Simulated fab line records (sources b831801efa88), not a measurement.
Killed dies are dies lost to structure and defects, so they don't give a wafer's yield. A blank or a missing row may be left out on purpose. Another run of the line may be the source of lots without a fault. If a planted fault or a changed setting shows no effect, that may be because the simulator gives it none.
Chamber matching ; flow gf180mcu ; GF_V5_CMP_26 on cmp-02: 4 sister chambers
The step polishes, stops on SiO2, t overpolish 15 s, target thk 0 nm. 8 wafers are shown with their chamber, then 6 later ones without.

WAFERS, EACH WITH ITS CHAMBER
wafer;chamber;motor-current-A (A);time-to-endpoint-s (s)
L654.3;2;13.1;84.2
L659.3;0;10.8;81.8
L659.6;3;9.6;81.8
L660.1;3;9.3;80.3
L660.2;0;11.6;83.7
L660.6;1;10.7;80.2
L664.3;2;12.9;82.0
L664.4;1;10.8;80.7

WAFERS WHOSE CHAMBER IS MISSING
wafer;motor-current-A (A);time-to-endpoint-s (s)
L664.6;10.9;83.9
L666.1;10.1;83.4
L666.2;13.3;83.7
L666.4;10.9;84.5
L670.1;11.2;84.5
L670.4;10.3;85.4

EACH ONE'S CHAMBER
wafer;from the rows above;in truth
L664.6;can't be placed: 0 or 1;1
L666.1;can't be placed: 3 or 1 or 0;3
L666.2;2;2
L666.4;can't be placed: 0 or 1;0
L670.1;0;0
L670.4;can't be placed: 0 or 1 or 3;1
2 of 6 placed correctly. Can't be placed from these rows: 4 (the true chamber is among the candidates in 4). 0 placed wrongly.
How it was worked out, from the rows above alone: a wafer's distance from a chamber is the root of the sum, over the readings, of the square of ((its reading less the chamber's mean) divided by the reading's scatter). If the next closest chamber is less than 2 further off than the closest, the wafer can't be placed; otherwise it belongs to the closest. For every chamber, the mean is computed from those of its wafers that are shown. The scatter: the root of (the sum of the squares of (reading less its chamber's mean) over the shown wafers, divided by (wafers less chambers)).
